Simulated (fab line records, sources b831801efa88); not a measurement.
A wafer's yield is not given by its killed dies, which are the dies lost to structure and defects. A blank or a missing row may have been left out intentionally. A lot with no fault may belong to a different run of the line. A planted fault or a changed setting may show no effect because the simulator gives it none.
fab line records	flow gf180mcu
[record] lots = 14	wafers = 42	lastDay = 34
route steps=602 shown STI@26 MVSD@68 MVPSD@89 VT_IMPLANT@100 NSD@247 SALICIDE@286
lots that met no fault: from a run of the same line without faults
startH: the number of hours between the record's first day and the start of the first shown wafer of the lot	waitH: hours from the lot's prior step to this one	" the same as in the row above	L1.1+2: several wafers, shown together as one row	- no value present, or no start provided	* or withheld: withheld	< > ~ a bound
route shown NAME@n: a module of which the file shows steps, and the number in the route of the first	usual: average and standard deviation across the fault-free wafers	same: alike in all rows	chamber/n: place in a boat	sites: each site's reading	_std_site: the values' standard deviation	_edge_site: the outer-site mean with the inner-site mean subtracted	radiusMm: how far each site lies from the wafer's centre	mask NAME#n: copy n	behind: the last tool/chamber to shape the wafer	hold: what put the lot on hold/how long, in hours/how the hold closed	device: which transistor (n, p or np) failed to switch	end of line: tests run on the same wafers once the route is complete	a step without rows: its recipe alone	killed: dies lost to structure and defects at the first sort, not the wafer's yield	map: dies across one wafer; x = killed, . = not, _ = none there
set.NAME: the setting the step ran with; set.NAME@STEP: the setting that earlier step ran with	model.NAME: the simulator's own value behind a step, which no gauge read
route steps across a sampled set of lots; one table per step, one row per wafer
services: the hour from which a tool's chamber was out of use, counted from the record's first day as startH (under 0 if before that day), plus the number of hours and why
[[steps]]
[step GF_STI_CMP_25]
[recipe] stopOn = Si3N4	tOverpolishS = 33	downForcePsi = 4	platenRpm = 60	targetThkNm = 524.6	padVelocityMS = 0.94248
[usual] motorCurrentA = 11.2/1.1	overpolishRunS = 33.001/0.0083	platenRpm = 60.00/0.042	timeToEndpointS = 121/6.9
lot.wafer	tool	chamber	startH	waitH	motorCurrentA	overpolishRunS	platenRpm	timeToEndpointS
L949.4	cmp-01	0	27.76	0.0	12.0	32.991	59.98	123
L949.3	"	1	"	"	9.3	33.017	59.99	124
L949.2	"	3	"	"	10.0	33.020	59.99	118
L950.3	cmp-02	1	32.84	0.0	10.0	32.999	60.00	119
L950.2	"	2	"	"	12.3	33.012	59.93	122
L950.5	"	1	"	"	10.0	33.003	59.99	120
L951.2	cmp-01	2	46.00	0.0	11.2	33.008	60.04	141
L951.5	"	2	"	"	11.1	32.993	59.98	139
L951.6	"	3	"	"	9.9	32.991	60.06	120
L953.1	cmp-01	1	50.34	0.1	10.0	32.987	60.06	128
L953.4	"	3	"	"	9.7	32.998	59.98	116
L953.6	"	1	"	"	9.3	32.991	60.04	131
L954.1	cmp-02	2	50.39	0.1	12.0	33.004	59.92	122
L954.4	"	3	"	"	12.3	33.017	59.95	126
L954.6	"	1	"	"	9.9	32.994	59.98	126
L956.4	cmp-01	1	63.70	0.0	10.0	33.005	60.01	125
L956.3	"	2	"	"	10.6	33.001	60.04	132
L956.5	"	2	"	"	10.9	33.010	60.05	134
L958.2	cmp-02	1	74.48	0.0	9.6	32.988	60.06	117
L958.3	"	2	"	"	11.7	33.002	60.01	116
L958.1	"	3	"	"	12.1	32.986	59.99	115
L962.2	cmp-02	3	95.29	0.0	12.5	32.996	60.07	120
L962.3	"	0	"	"	12.0	32.993	59.94	114
L962.6	"	3	"	"	12.5	33.008	60.06	120
L963.1	cmp-02	2	103.23	0.1	12.1	33.006	60.04	118
L963.2	"	1	"	"	10.0	33.002	59.96	120
L963.5	"	3	"	"	12.0	32.996	59.97	117
L964.3	cmp-01	0	105.64	0.1	11.0	33.000	60.05	121
L964.2	"	1	"	"	10.1	32.987	59.92	120
L964.5	"	3	"	"	10.0	33.009	59.98	111
L966.3	cmp-01	3	114.52	0.0	10.1	33.002	60.06	111
L966.2	"	1	"	"	9.7	32.990	59.94	121
L966.4	"	2	"	"	10.9	32.979	59.97	129
L968.4	cmp-02	3	127.04	0.1	12.4	33.009	59.98	118
L968.6	"	2	"	"	11.5	32.997	59.99	117
L968.5	"	3	"	"	12.6	33.006	59.99	121
L970.1	cmp-02	0	135.73	0.1	11.6	32.996	60.00	110
L970.3	"	2	"	"	11.6	33.010	59.99	118
L970.6	"	1	"	"	10.1	32.993	60.06	118
L971.1	cmp-01	3	142.67	0.1	9.6	32.992	59.99	113
L971.2	"	0	"	"	12.4	32.998	59.96	126
L971.5	"	0	"	"	12.1	32.994	59.95	125
[step GF_MVSD_COAT_02]
[recipe] spinRpm = 2000	resistThkNm = 3000
[usual] chillPlateTempC = 23.01/0.094	dispensePressureKPa = 48/7.3
lot.wafer	tool	chamber	startH	waitH	chillPlateTempC	dispensePressureKPa
L949.2	lithoTrack-01	0	69.41	0.1	23.00	44
L949.3	"	0	"	"	22.97	44
L949.4	"	0	"	"	22.87	44
L950.2	lithoTrack-03	0	73.97	0.1	23.17	57
L950.3	"	0	"	"	23.01	57
L950.5	"	0	"	"	22.98	57
L951.2	lithoTrack-03	0	96.42	0.1	23.07	57
L951.5	"	0	"	"	22.93	57
L951.6	"	0	"	"	22.99	57
L954.1	lithoTrack-02	0	101.51	0.1	22.90	40
L954.4	"	0	"	"	22.95	40
L954.6	"	0	"	"	23.00	40
L953.1	lithoTrack-03	0	102.49	0.1	22.99	57
L953.4	"	0	"	"	23.04	57
L953.6	"	0	"	"	22.95	57
L956.3	lithoTrack-01	0	115.28	0.1	23.06	44
L956.4	"	0	"	"	23.06	44
L956.5	"	0	"	"	22.98	44
L958.1	lithoTrack-02	0	129.11	0.1	23.07	40
L958.2	"	0	"	"	22.85	40
L958.3	"	0	"	"	23.08	40
L962.2	lithoTrack-02	0	150.79	0.1	23.09	40
L962.3	"	0	"	"	23.16	40
L962.6	"	0	"	"	23.15	40
L963.1	lithoTrack-03	-	160.99	0.1	-	-
L963.2	"	-	"	"	-	-
L963.5	"	-	"	"	-	-
L964.2	lithoTrack-02	-	165.44	0.1	-	-
L964.3	"	-	"	"	-	-
L964.5	"	-	"	"	-	-
L966.2	lithoTrack-03	0	173.77	0.1	22.96	57
L966.3	"	0	"	"	22.86	57
L966.4	"	0	"	"	23.09	57
L968.4	lithoTrack-03	0	187.97	0.1	23.02	57
L968.5	"	0	"	"	23.02	57
L968.6	"	0	"	"	23.03	57
L970.1	lithoTrack-03	0	199.54	0.1	23.10	57
L970.3	"	0	"	"	23.04	57
L970.6	"	0	"	"	23.13	57
L971.1	lithoTrack-01	0	205.98	0.1	23.06	44
L971.2	"	0	"	"	22.98	44
L971.5	"	0	"	"	23.01	44
[step GF_MVSD_OVL_MEAS_07]
[usual] MVSD_OVL = 0.3/1.2
lot.wafer	tool	chamber	startH	waitH	MVSD_OVL[nm]
L949.2	overlay-01	-	75.60	-	2.2
L949.3	"	-	"	"	-0.5
L949.4	"	-	"	"	4.2
L950.2	overlay-01	-	80.84	-	-1.5
L950.3	"	-	"	"	-0.6
L950.5	"	-	"	"	0.4
L951.2	overlay-02	-	103.79	-	1.0
L951.5	"	-	"	"	-1.7
L951.6	"	-	"	"	-0.5
L954.1	overlay-02	-	106.89	-	-1.6
L954.4	"	-	"	"	-0.7
L954.6	"	-	"	"	-1.7
L953.1	overlay-02	-	108.58	-	1.8
L953.4	"	-	"	"	0.9
L953.6	"	-	"	"	1.0
L956.3	overlay-01	-	122.35	-	-0.5
L956.4	"	-	"	"	-0.2
L956.5	"	-	"	"	0.6
L958.1	overlay-01	-	137.31	-	-2.6
L958.2	"	-	"	"	0.0
L958.3	"	-	"	"	0.5
L962.2	overlay-01	-	158.05	-	-0.8
L962.3	"	-	"	"	-1.0
L962.6	"	-	"	"	-2.0
L963.1	overlay-02	-	170.53	-	-
L963.2	"	-	"	"	-
L963.5	"	-	"	"	-
L964.2	overlay-02	-	174.09	-	-
L964.3	"	-	"	"	-
L964.5	"	-	"	"	-
L966.2	overlay-02	-	181.77	-	1.1
L966.3	"	-	"	"	0.9
L966.4	"	-	"	"	0.6
L968.4	overlay-02	-	195.85	-	0.7
L968.5	"	-	"	"	1.3
L968.6	"	-	"	"	0.4
L970.1	overlay-01	-	209.24	-	3.0
L970.3	"	-	"	"	2.0
L970.6	"	-	"	"	0.7
L971.1	overlay-02	-	214.36	-	0.1
L971.2	"	-	"	"	0.2
L971.5	"	-	"	"	0.8
[step GF_MVPSD_TW_MEAS_11]
[usual] MVPSD_TW = 556/7.3
lot.wafer	tool	chamber	startH	waitH	MVPSD_TW
L949.2	filmMetro-04	-	89.54	0.1	566
L949.3	"	-	"	"	565
L949.4	"	-	"	"	568
L950.2	filmMetro-01	-	94.45	0.1	552
L950.3	"	-	"	"	549
L950.5	"	-	"	"	552
L951.2	filmMetro-04	-	118.74	0.1	568
L951.5	"	-	"	"	567
L951.6	"	-	"	"	566
L954.1	filmMetro-01	-	122.42	0.1	545
L954.4	"	-	"	"	546
L954.6	"	-	"	"	543
L953.1	filmMetro-01	-	123.78	0.1	542
L953.4	"	-	"	"	541
L953.6	"	-	"	"	545
L956.3	filmMetro-03	-	139.29	0.1	558
L956.4	"	-	"	"	557
L956.5	"	-	"	"	558
L958.1	filmMetro-03	-	154.19	0.1	558
L958.2	"	-	"	"	556
L958.3	"	-	"	"	556
L962.2	filmMetro-01	-	175.95	0.1	544
L962.3	"	-	"	"	543
L962.6	"	-	"	"	542
L963.1	filmMetro-04	-	188.03	0.1	1623
L963.2	"	-	"	"	1621
L963.5	"	-	"	"	1628
L964.2	filmMetro-03	-	192.25	0.1	1581
L964.3	"	-	"	"	1596
L964.5	"	-	"	"	1595
L966.2	filmMetro-01	-	199.98	0.1	555
L966.3	"	-	"	"	549
L966.4	"	-	"	"	552
L968.4	filmMetro-03	-	214.71	0.1	553
L968.5	"	-	"	"	554
L968.6	"	-	"	"	550
L970.1	filmMetro-04	-	227.97	0.1	558
L970.3	"	-	"	"	560
L970.6	"	-	"	"	560
L971.1	filmMetro-03	-	233.07	0.1	561
L971.2	"	-	"	"	566
L971.5	"	-	"	"	566
[step GF_VT_IMPLANT_TW_MEAS_10]
[usual] VT_IMPLANT_TW = 569/5.1
lot.wafer	tool	chamber	startH	waitH	VT_IMPLANT_TW
L949.2	filmMetro-03	-	103.90	0.1	567
L949.3	"	-	"	"	566
L949.4	"	-	"	"	565
L950.2	filmMetro-02	-	107.84	0.1	567
L950.3	"	-	"	"	564
L950.5	"	-	"	"	566
L951.2	filmMetro-04	-	134.06	0.1	568
L951.5	"	-	"	"	567
L951.6	"	-	"	"	567
L954.1	filmMetro-03	-	138.74	0.1	568
L954.4	"	-	"	"	566
L954.6	"	-	"	"	569
L953.1	filmMetro-02	-	139.55	0.1	561
L953.4	"	-	"	"	559
L953.6	"	-	"	"	560
L956.3	filmMetro-04	-	155.47	0.1	575
L956.4	"	-	"	"	574
L956.5	"	-	"	"	571
L958.1	filmMetro-02	-	171.69	0.1	564
L958.2	"	-	"	"	568
L958.3	"	-	"	"	565
L962.2	filmMetro-03	-	193.40	0.1	561
L962.3	"	-	"	"	561
L962.6	"	-	"	"	561
L963.1	filmMetro-04	-	205.43	0.1	1633
L963.2	"	-	"	"	1638
L963.5	"	-	"	"	1630
L964.2	filmMetro-04	-	209.84	0.1	1634
L964.3	"	-	"	"	1630
L964.5	"	-	"	"	1634
L966.2	filmMetro-04	-	217.26	0.1	570
L966.3	"	-	"	"	572
L966.4	"	-	"	"	570
L968.4	filmMetro-02	-	232.97	0.1	567
L968.5	"	-	"	"	565
L968.6	"	-	"	"	569
L970.1	filmMetro-02	-	246.30	0.1	567
L970.3	"	-	"	"	565
L970.6	"	-	"	"	568
L971.1	filmMetro-03	-	252.13	0.1	571
L971.2	"	-	"	"	570
L971.5	"	-	"	"	574
[step GF_NSD_TW_MEAS_12]
[usual] NSD_TW = 4298/39
lot.wafer	tool	chamber	startH	waitH	NSD_TW
L949.2	filmMetro-03	-	289.93	0.1	4353
L949.3	"	-	"	"	4330
L949.4	"	-	"	"	4333
L950.2	filmMetro-04	-	298.12	0.1	4303
L950.3	"	-	"	"	4319
L950.5	"	-	"	"	4300
L951.2	filmMetro-02	-	332.81	0.1	4222
L951.5	"	-	"	"	4231
L951.6	"	-	"	"	4225
L954.1	filmMetro-04	-	338.31	0.1	4331
L954.4	"	-	"	"	4328
L954.6	"	-	"	"	4355
L953.1	filmMetro-02	-	340.65	0.1	4270
L953.4	"	-	"	"	4250
L953.6	"	-	"	"	4294
L956.3	filmMetro-03	-	359.58	0.1	4334
L956.4	"	-	"	"	4313
L956.5	"	-	"	"	4327
L958.1	filmMetro-03	-	377.26	0.1	4308
L958.2	"	-	"	"	4331
L958.3	"	-	"	"	4306
L962.2	filmMetro-04	-	407.52	0.1	4326
L962.3	"	-	"	"	4303
L962.6	"	-	"	"	4324
L963.1	filmMetro-03	-	423.11	0.1	4284
L963.2	"	-	"	"	4281
L963.5	"	-	"	"	4297
L964.2	filmMetro-03	-	425.32	0.1	4298
L964.3	"	-	"	"	4272
L964.5	"	-	"	"	4294
L966.2	filmMetro-02	-	439.23	0.1	4232
L966.3	"	-	"	"	4214
L966.4	"	-	"	"	4224
L968.4	filmMetro-03	-	457.14	0.1	4315
L968.5	"	-	"	"	4304
L968.6	"	-	"	"	4309
L970.1	filmMetro-04	-	471.26	0.1	4334
L970.3	"	-	"	"	4340
L970.6	"	-	"	"	4324
L971.1	filmMetro-04	-	478.69	0.1	4370
L971.2	"	-	"	"	4349
L971.5	"	-	"	"	4349
[step GF_SALICIDE_RTA_08]
[recipe] tempC = 800	timeS = 30	ambient = N2
[usual] lampPowerPct = 17.51/0.063	wafer_temp_C_max = 803.4/0.7
lot.wafer	tool	chamber	startH	waitH	lampPowerPct	wafer_temp_C_max
L949.2	rtpAnneal-01	0	332.58	0.0	17.40	802.9
L949.3	"	0	"	"	17.39	803.0
L949.4	"	0	"	"	17.41	803.5
L950.2	rtpAnneal-01	0	343.03	0.0	17.41	802.9
L950.3	"	0	"	"	17.44	803.9
L950.5	"	0	"	"	17.41	803.5
L951.2	rtpAnneal-01	0	377.52	0.0	17.41	802.8
L951.5	"	0	"	"	17.40	802.2
L951.6	"	0	"	"	17.41	802.4
L954.1	rtpAnneal-02	0	383.60	0.0	17.57	802.8
L954.4	"	0	"	"	17.56	802.5
L954.6	"	0	"	"	17.54	803.8
L953.1	rtpAnneal-02	0	385.37	0.0	17.57	804.1
L953.4	"	0	"	"	17.55	804.2
L953.6	"	0	"	"	17.53	803.1
L956.3	rtpAnneal-02	0	405.43	0.0	17.52	803.1
L956.4	"	0	"	"	17.57	804.8
L956.5	"	0	"	"	17.54	804.2
L958.1	rtpAnneal-02	0	424.15	0.0	17.55	803.7
L958.2	"	0	"	"	17.53	802.2
L958.3	"	0	"	"	17.57	803.6
L962.2	rtpAnneal-01	0	454.80	0.0	17.44	802.3
L962.3	"	0	"	"	17.42	803.3
L962.6	"	0	"	"	17.41	802.8
L963.1	rtpAnneal-01	0	471.43	0.0	17.42	802.1
L963.2	"	0	"	"	17.42	803.0
L963.5	"	0	"	"	17.43	803.5
L964.2	rtpAnneal-02	0	473.69	0.0	17.54	801.9
L964.3	"	0	"	"	17.56	803.1
L964.5	"	0	"	"	17.56	803.8
L966.2	rtpAnneal-02	0	487.40	0.0	17.53	803.3
L966.3	"	0	"	"	17.52	802.9
L966.4	"	0	"	"	17.55	802.7
L968.4	rtpAnneal-02	0	504.77	0.1	17.55	803.9
L968.5	"	0	"	"	17.56	804.2
L968.6	"	0	"	"	17.55	803.3
L970.1	rtpAnneal-02	0	519.45	0.0	17.54	804.3
L970.3	"	0	"	"	17.54	803.8
L970.6	"	0	"	"	17.54	803.6
L971.1	rtpAnneal-01	0	527.34	0.0	17.40	802.7
L971.2	"	0	"	"	17.45	803.1
L971.5	"	0	"	"	17.44	803.0
[[services]]
tool	chamber	startH	hours	kind
cmp-01	-	21.79	4.2	pm
cmp-01	-	58.18	3.3	repair
cmp-02	-	62.07	1.2	repair
cmp-01	-	64.00	4.0	pm
cmp-02	-	67.13	1.1	repair
cmp-02	-	86.62	1.5	repair
cmp-01	-	97.05	4.6	pm
cmp-01	-	111.53	1.7	repair
cmp-01	-	166.99	1.8	repair
cmp-01	-	185.58	0.6	repair
rtpAnneal-02	-	188.82	5.0	pm
cmp-02	-	232.17	4.0	pm
cmp-01	-	250.02	0.5	repair
cmp-02	-	254.75	2.7	repair
cmp-01	-	270.25	0.5	repair
cmp-02	-	270.78	3.5	pm
cmp-01	-	272.35	3.5	repair
cmp-01	-	342.32	1.8	repair
cmp-01	-	345.53	0.2	repair
cmp-02	-	347.65	1.9	repair
cmp-02	-	364.44	2.7	repair
cmp-01	-	379.39	0.5	repair
cmp-01	-	390.79	4.9	pm
cmp-01	-	404.00	4.0	pm
[[key]]
[firstSign] step = GF_MVSD_COAT_02	reading = toolRecord	direction = missing
[effect] step = GF_MVSD_OVL_MEAS_07	reading = MVSD_OVL	direction = missing
[effect] step = GF_MVPSD_TW_MEAS_11	reading = MVPSD_TW	direction = up	sigmas = 99+	usual = 556	struck = 1608
[effect] step = GF_VT_IMPLANT_TW_MEAS_10	reading = VT_IMPLANT_TW	direction = up	sigmas = 99+	usual = 569	struck = 1633
metAt GF_MVSD_COAT_02
struckLots L963,L964
sortLeftOut L963.1,L963.2,L963.5,L964.2,L964.3,L964.5
testerLeftOut L963,L964
notActingAt GF_STI_CMP_25,GF_NSD_TW_MEAS_12,GF_SALICIDE_RTA_08
onsetBetween 150.79 160.99
[fault] kind = skippedStepWhole	tool = lithoTrack-02,lithoTrack-03	chamber = -	onsetH = 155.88	steps = GF_MVSD_COAT_02	scope = struckLotsOnly
// testerLeftOut: of these lots the tester's yield and bins aren't shown, on N5 and GAA mostly nor the transistor test; their killed dies are dies lost to structure and defects alone, not to doping, threshold or leakage, so they don't give the yield
// sortLeftOut: the simulated sort isn't trusted on such a fault, so these wafers' sort isn't shown, and their yield isn't known
